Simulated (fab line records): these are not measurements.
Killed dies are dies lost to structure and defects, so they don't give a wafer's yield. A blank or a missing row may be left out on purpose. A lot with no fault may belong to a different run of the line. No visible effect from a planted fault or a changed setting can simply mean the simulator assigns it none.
fab line records	flow sky130
record: lots: 11	wafers: 33	last-day: 50
route steps=708 shown SONOS_ONO@182 POLY_GATE@230 LDD_N@246
lots that met no fault: from a run of the same line without faults
start-h: hours from the record's opening day to when the first of the lot's shown wafers began	wait-h: hours elapsed since this lot's preceding step	" as in the row above	L1.1+2: a row that stands for several wafers	- no value, or no start given	* or withheld: withheld	< > ~ a bound
route shown NAME@n: names a module that has steps shown in the file, with the first one's number in the route	usual: the fault-free wafers' mean and standard deviation	same: alike in all rows	chamber/n: place in a boat	sites: the reading at each site	_std_site: their standard deviation	_edge_site: the outer-site mean with the inner-site mean subtracted	radius-mm: how far each site lies from the wafer's centre	mask NAME#n: copy n	behind: the last tool/chamber to shape the wafer	hold: cause of the lot's hold/its duration in hours/its outcome	device: whichever transistor did not switch (one of n, p or np)	end of line: the same wafers' tests at the end of the route	a step without rows: its recipe alone	killed: count of dies lost to structure and defects at first sort (not the wafer's yield)	map: dies across one wafer; x = killed, . = not, _ = none there
set.NAME: the setting the step ran with; set.NAME@STEP: the setting that earlier step ran with	model.NAME: the simulator's own value behind a step, which no gauge read
one table for each step of the route and one row for each wafer, over a sample of lots
services: when a tool's chamber went out of use (start-h, in hours from the record's first day, below 0 if earlier), for how many hours, and the reason
== steps ==
step: SKY_SONOS_ONO_OVL_MEAS_14
usual: SONOS_ONO_OVL: 0.4/1.4
lot.wafer	tool	chamber	start-h	wait-h	SONOS_ONO_OVL[nm]
L951.3	overlay-01	-	284.63	0.1	1.1
L951.5	"	-	"	"	4.2
L951.6	"	-	"	"	1.3
L952.1	overlay-02	-	293.34	0.1	1.5
L952.2	"	-	"	"	1.6
L952.3	"	-	"	"	2.8
L955.1	overlay-02	-	312.11	0.1	1.2
L955.4	"	-	"	"	-0.6
L955.6	"	-	"	"	1.3
L957.3	overlay-02	-	346.72	0.1	1.8
L957.4	"	-	"	"	0.7
L957.6	"	-	"	"	2.1
L958.1	overlay-01	-	372.24	0.1	-1.0
L958.4	"	-	"	"	-2.5
L958.5	"	-	"	"	-0.3
L961.2	overlay-02	-	382.96	0.1	1.9
L961.4	"	-	"	"	1.7
L961.6	"	-	"	"	1.7
L960.2	overlay-01	-	383.14	0.1	-1.1
L960.5	"	-	"	"	-0.2
L960.6	"	-	"	"	-0.7
L962.1	overlay-02	-	384.66	0.1	1.3
L962.3	"	-	"	"	0.6
L962.4	"	-	"	"	2.8
L971.1	overlay-02	-	452.92	0.1	1.6
L971.2	"	-	"	"	1.8
L971.5	"	-	"	"	1.1
L970.3	overlay-01	-	453.20	0.1	2.7
L970.4	"	-	"	"	0.6
L970.5	"	-	"	"	-0.7
L973.1	overlay-01	-	465.44	0.1	0.9
L973.3	"	-	"	"	0.9
L973.4	"	-	"	"	1.3
step: SKY_POLY_GATE_ETCH_16
recipe: stop-on: poly-Si	chemistry: CH3F/O2	target: Si3N4	source-w: 400	bias-w: 80	pressure-mtorr: 25	ch3f-flow-sccm: 40	O2_flow_sccm: 30	time-s: 147.5	target-depth-a: 750
usual: ch3f-flow-sccm: 40.01/0.11	drypump-motor-current-A: 5.4/0.37	oes-product-au: 0.640/0.0051	throttle-valve-pct: 10.535/0.0095
lot.wafer	tool	chamber	start-h	wait-h	ch3f-flow-sccm	drypump-motor-current-A	oes-product-au	rf-hours-counter-h	throttle-valve-pct
L951.3	rie-diel-01	0	375.46	0.0	39.95	5.6	0.641	4	10.531
L951.5	"	2	"	"	39.71	5.6	0.641	-	10.518
L951.6	"	3	"	"	39.94	5.3	0.627	-	10.544
L952.1	rie-diel-03	2	388.76	0.0	40.01	5.0	0.640	12	10.534
L952.2	"	0	"	"	40.10	6.3	0.642	8	10.519
L952.3	"	3	"	"	40.20	5.4	0.644	27	10.539
L955.1	rie-diel-03	2	405.25	0.0	39.97	5.0	0.637	13	10.536
L955.4	"	3	"	"	39.99	5.4	0.635	27	10.540
L955.6	"	3	"	"	39.99	5.4	0.634	-	10.546
L957.3	rie-diel-03	2	446.22	0.0	39.89	5.0	0.652	13	10.521
L957.4	"	0	"	"	39.86	6.2	0.644	-	10.534
L957.6	"	3	"	"	39.92	5.4	0.640	-	10.532
L958.1	rie-diel-04	2	468.85	0.0	39.96	5.2	0.637	46	10.539
L958.4	"	0	"	"	40.23	4.6	0.645	-	10.556
L958.5	"	1	"	"	39.91	5.8	0.636	-	10.543
L961.2	rie-diel-03	3	480.27	0.0	40.06	5.4	0.645	28	10.536
L961.4	"	0	"	"	40.12	6.3	0.643	10	10.524
L961.6	"	2	"	"	40.08	5.0	0.639	-	10.523
L960.2	rie-diel-01	2	481.27	0.0	39.85	5.6	0.645	11	10.531
L960.5	"	0	"	"	39.71	5.6	0.640	-	10.535
L960.6	"	3	"	"	40.07	5.3	0.641	-	10.533
L962.1	rie-diel-03	1	484.97	0.0	40.14	5.6	0.645	9	10.529
L962.3	"	2	"	"	39.90	5.0	0.650	14	10.515
L962.4	"	3	"	"	39.91	5.3	0.646	28	10.537
L971.1	rie-diel-04	3	551.70	0.0	39.97	5.8	0.641	2	10.529
L971.2	"	1	"	"	40.17	5.8	0.636	77	10.535
L971.5	"	1	"	"	40.07	5.8	0.644	-	10.531
L970.3	rie-diel-01	0	553.25	0.0	39.98	5.6	0.640	8	10.551
L970.4	"	2	"	"	40.03	5.5	0.638	13	10.536
L970.5	"	3	"	"	39.92	5.3	0.647	-	10.539
L973.1	rie-diel-01	2	567.00	0.0	40.20	5.6	0.639	13	10.517
L973.3	"	3	"	"	40.20	5.3	0.637	2	10.532
L973.4	"	1	"	"	40.05	5.6	0.642	10	10.534
step: SKY_POLY_GATE_ETCH_17
recipe: target-depth-nm: 180	stop-on: SiO2	over-etch-frac: 0.56667	chemistry: HBr/Cl2	target: poly-Si	icp-w: 400	bias-w: 100	pressure-mtorr: 10	HBr_flow_sccm: 150	Cl2_flow_sccm: 50	time-s: 70.5
usual: drypump-motor-current-A: 5.3/0.43	oes-product-au: 0.984/0.008	throttle-valve-pct: 33.684/0.0092
lot.wafer	tool	chamber	start-h	wait-h	drypump-motor-current-A	oes-product-au	rf-hours-counter-h	throttle-valve-pct
L951.3	rie-si-01	3	375.55	0.0	5.0	0.983	2	33.701
L951.5	"	2	"	"	4.9	0.980	-	33.685
L951.6	"	1	"	"	5.9	0.984	-	33.687
L952.1	rie-si-01	1	388.85	0.0	5.9	0.986	8	33.693
L952.2	"	3	"	"	5.0	0.986	3	33.662
L952.3	"	0	"	"	5.8	0.995	57	33.698
L955.1	rie-si-01	1	405.35	0.0	5.9	0.979	8	33.681
L955.4	"	2	"	"	4.9	0.972	4	33.672
L955.6	"	3	"	"	5.1	0.973	-	33.673
L957.3	rie-si-01	2	446.32	0.0	4.9	0.977	5	33.701
L957.4	"	1	"	"	6.0	0.982	8	33.680
L957.6	"	0	"	"	5.8	0.979	-	33.681
L958.1	rie-si-02	3	468.95	0.0	5.4	0.991	5	33.685
L958.4	"	2	"	"	5.2	0.983	3	33.693
L958.5	"	0	"	"	4.7	0.980	-	33.680
L961.2	rie-si-02	0	480.37	0.0	4.7	0.994	4	33.678
L961.4	"	2	"	"	5.2	0.997	3	33.690
L961.6	"	1	"	"	5.7	1.002	-	33.694
L960.2	rie-si-01	1	481.37	0.0	5.9	0.975	8	33.690
L960.5	"	3	"	"	5.0	0.965	-	33.678
L960.6	"	2	"	"	4.9	0.988	-	33.695
L962.1	rie-si-02	2	485.07	0.0	5.2	0.980	3	33.673
L962.3	"	0	"	"	4.7	1.000	4	33.688
L962.4	"	1	"	"	5.7	0.972	3	33.681
L971.1	rie-si-02	0	551.80	0.0	4.7	0.982	4	33.664
L971.2	"	1	"	"	5.7	0.983	3	33.696
L971.5	"	3	"	"	5.4	0.978	-	33.684
L970.3	rie-si-01	3	553.35	0.0	5.0	0.985	3	33.686
L970.4	"	2	"	"	4.9	0.997	5	33.688
L970.5	"	2	"	"	4.9	0.997	-	33.688
L973.1	rie-si-01	0	567.10	0.0	5.8	0.995	0	33.689
L973.3	"	3	"	"	5.0	0.983	4	33.682
L973.4	"	2	"	"	4.9	0.989	-	33.664
step: SKY_LDD_N_IMPLANT_09
recipe: species: As	energy-kev: 20	dose-cm2: 7.5e+13	tilt-deg: withheld	rotation-deg: 113
usual: dose-ions-cm2: 7.499e+13/6.7e+10	faraday-current-uA: 423/7.9
lot.wafer	tool	chamber	start-h	wait-h	dose-ions-cm2	faraday-current-uA
L951.3	implanter-02	0	408.58	0.1	7.503e+13	409
L951.5	"	0	"	"	7.5e+13	417
L951.6	"	0	"	"	7.498e+13	418
L952.1	implanter-04	0	419.68	0.1	7.488e+13	420
L952.2	"	0	"	"	7.489e+13	425
L952.3	"	0	"	"	7.494e+13	417
L955.1	implanter-02	0	438.86	0.1	7.495e+13	436
L955.4	"	0	"	"	7.507e+13	422
L955.6	"	0	"	"	7.491e+13	415
L957.3	implanter-02	0	479.02	0.1	7.497e+13	416
L957.4	"	0	"	"	7.499e+13	422
L957.6	"	0	"	"	7.487e+13	430
L958.1	implanter-02	0	501.02	0.1	7.5e+13	414
L958.4	"	0	"	"	7.501e+13	434
L958.5	"	0	"	"	7.504e+13	431
L961.2	implanter-01	0	512.59	0.1	7.488e+13	419
L961.4	"	0	"	"	7.502e+13	427
L961.6	"	0	"	"	7.499e+13	421
L960.2	implanter-02	0	513.95	0.1	9.716e+13	551
L960.5	"	0	"	"	9.719e+13	563
L960.6	"	0	"	"	9.73e+13	524
L962.1	implanter-02	0	516.72	0.1	9.718e+13	559
L962.3	"	0	"	"	9.706e+13	544
L962.4	"	0	"	"	9.727e+13	553
L971.1	implanter-02	0	583.08	0.1	7.509e+13	429
L971.2	"	0	"	"	7.492e+13	421
L971.5	"	0	"	"	7.511e+13	422
L970.3	implanter-04	0	583.77	0.1	7.503e+13	426
L970.4	"	0	"	"	7.495e+13	430
L970.5	"	0	"	"	7.495e+13	435
L973.1	implanter-02	0	597.03	0.1	7.494e+13	421
L973.3	"	0	"	"	7.49e+13	420
L973.4	"	0	"	"	7.508e+13	412
step: SKY_LDD_N_STRIP_16
recipe: chemistry: O2/N2	power-w: 1400	pressure-mtorr: 1500	platen-temp-c: withheld	o2-flow-sccm: 3000	n2-flow-sccm: 300	overash-fraction: 0.5
usual: drypump-motor-current-A: 5.6/0.4	oes-product-au: 0.407/0.0044	strip-time-to-endpoint-s: 4.322/0.015
lot.wafer	tool	chamber	start-h	wait-h	drypump-motor-current-A	oes-product-au	rf-hours-counter-h	strip-time-to-endpoint-s
L951.3	plasma-asher-02	0	409.62	0.1	5.6	0.402	-	4.333
L951.5	"	1	"	"	5.4	0.408	-	4.310
L951.6	"	0	"	"	5.6	0.401	-	4.302
L952.1	plasma-asher-01	0	420.73	0.1	5.4	0.405	28	4.335
L952.2	"	1	"	"	5.7	0.408	28	4.338
L952.3	"	1	"	"	5.7	0.407	-	4.326
L955.1	plasma-asher-04	1	439.91	0.1	5.0	0.403	77	4.344
L955.4	"	0	"	"	6.2	0.408	-	4.337
L955.6	"	0	"	"	6.2	0.412	-	4.320
L957.3	plasma-asher-04	0	480.06	0.1	6.3	0.404	-	4.315
L957.4	"	1	"	"	5.0	0.409	-	4.326
L957.6	"	1	"	"	5.0	0.403	-	4.315
L958.1	plasma-asher-04	1	502.07	0.1	5.0	0.402	83	4.322
L958.4	"	1	"	"	5.0	0.408	-	4.334
L958.5	"	1	"	"	5.0	0.412	-	4.325
L961.2	plasma-asher-04	0	513.62	0.1	6.2	0.412	85	4.325
L961.4	"	1	"	"	5.0	0.407	-	4.309
L961.6	"	0	"	"	6.3	0.403	-	4.304
L960.2	plasma-asher-01	0	514.97	0.1	5.4	0.400	39	4.379
L960.5	"	0	"	"	5.4	0.404	-	4.385
L960.6	"	1	"	"	5.7	0.405	-	4.396
L962.1	plasma-asher-02	0	517.77	0.1	5.7	0.406	10	4.374
L962.3	"	1	"	"	5.4	0.418	-	4.400
L962.4	"	0	"	"	5.7	0.408	-	4.388
L971.1	plasma-asher-02	0	584.13	0.1	5.7	0.409	16	4.334
L971.2	"	1	"	"	5.4	0.405	16	4.323
L971.5	"	1	"	"	5.4	0.405	-	4.338
L970.3	plasma-asher-02	1	584.80	0.1	5.4	0.405	-	4.311
L970.4	"	0	"	"	5.7	0.408	-	4.329
L970.5	"	0	"	"	5.7	0.420	-	4.305
L973.1	plasma-asher-04	0	598.08	0.1	6.3	0.406	93	4.336
L973.3	"	1	"	"	5.0	0.410	-	4.315
L973.4	"	0	"	"	6.3	0.403	-	4.328
== services ==
tool	chamber	start-h	hours	kind
plasma-asher-02	-	354.22	0.6	repair
rie-diel-04	0	384.64	1.9	repair
implanter-04	-	410.25	4.6	pm
rie-si-01	3	414.68	1.6	repair
plasma-asher-02	-	421.25	9.0	pm
rie-diel-03	-	422.62	2.8	pm
rie-diel-03	1	432.19	20.3	repair
rie-si-02	3	433.97	7.1	repair
rie-diel-01	0	440.65	9.3	repair
plasma-asher-02	-	446.54	0.3	repair
rie-si-01	1	455.06	6.0	repair
rie-diel-03	3	462.51	7.5	repair
rie-diel-01	1	476.10	37.0	repair
rie-diel-03	2	493.84	13.9	repair
rie-diel-01	0	517.68	10.7	repair
rie-diel-04	2	518.23	6.8	repair
rie-si-01	0	527.29	5.3	repair
rie-si-02	1	532.97	6.8	repair
rie-si-01	-	554.88	4.3	pm
rie-si-01	1	560.33	15.3	repair
rie-diel-03	-	566.09	4.3	pm
plasma-asher-02	-	576.68	1.1	repair
implanter-02	-	591.92	1.8	repair
rie-si-01	2	597.14	8.7	repair
== key ==
first-sign: step: SKY_LDD_N_IMPLANT_09	reading: dose-ions-cm2	direction: up	sigmas: 99+	usual: *	struck: *
effect: step: SKY_LDD_N_IMPLANT_09	reading: faraday-current-uA	direction: up	sigmas: 16	usual: 423	struck: 549
effect: step: SKY_LDD_N_STRIP_16	reading: strip-time-to-endpoint-s	direction: up	sigmas: 4.4	usual: *	struck: *
met-at SKY_LDD_N_IMPLANT_09
struck-lots L960,L962
tester-left-out L960,L962
not-acting-at SKY_SONOS_ONO_OVL_MEAS_14,SKY_POLY_GATE_ETCH_16,SKY_POLY_GATE_ETCH_17
onset-between 501.02 513.95
fault: kind: process-parameter-drift	tool: implanter-02	chamber: -	onset-h: 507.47	steps: SKY_LDD_N_IMPLANT_09	channel: dose-cm2	offset: *	shape: step	end-h: 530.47	acts-in: *	stated: *
tester-left-out: of these lots the tester's yield and bins aren't shown, on N5 and GAA mostly nor the transistor test; their killed dies are dies lost to structure and defects alone, not to doping, threshold or leakage, so they don't give the yield
